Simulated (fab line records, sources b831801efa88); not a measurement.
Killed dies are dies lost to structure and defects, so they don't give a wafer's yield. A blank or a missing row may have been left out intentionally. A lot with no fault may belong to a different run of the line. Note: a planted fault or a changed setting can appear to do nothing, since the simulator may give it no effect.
Chamber matching | flow gf180mcu | GF_CONTACT_CMP_04 on cmp-01 has 4 sister chambers
The step polishes SiO2. 4 wafers are shown with their chamber, then 7 later ones without.

EACH WAFER AND ITS CHAMBER
wafer  | chamber | motor-current-A (A)
L372.3 | 2       | 12.9
L372.4 | 1       | 11.9
L376.2 | 0       | 12.2
L376.3 | 3       | 11.5

WAFERS MISSING THEIR CHAMBER
wafer  | motor-current-A (A)
L376.5 | 13.2
L379.1 | 12.7
L379.2 | 11.9
L379.4 | 13.0
L388.1 | 13.2
L388.3 | 11.7
L388.5 | 12.5

THE CHAMBER EACH PASSED THROUGH
wafer  | from the rows above          | in truth
L376.5 | 2                            | 2
L379.1 | can't be placed: 2 or 0      | 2
L379.2 | can't be placed: 1 or 0 or 3 | 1
L379.4 | 2                            | 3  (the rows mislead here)
L388.1 | 2                            | 2
L388.3 | can't be placed: 3 or 1 or 0 | 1
L388.5 | can't be placed: 0 or 2 or 1 | 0
2 of 7 placed correctly. These rows do not allow placing 4 (true chamber among the candidates in 4). 1 placed wrongly.
How it was worked out, from the rows above alone: a wafer's distance from a chamber is the root of the sum, over the readings, of the square of ((its reading less the chamber's mean) divided by the reading's scatter). The wafer belongs to the nearest chamber; if the next one is less than 2 further off, it can't be placed. For every chamber, the mean is computed from those of its wafers that are shown. The scatter: root of mean squared gap, hidden wafer to nearest shown wafer, with one shown wafer a chamber.
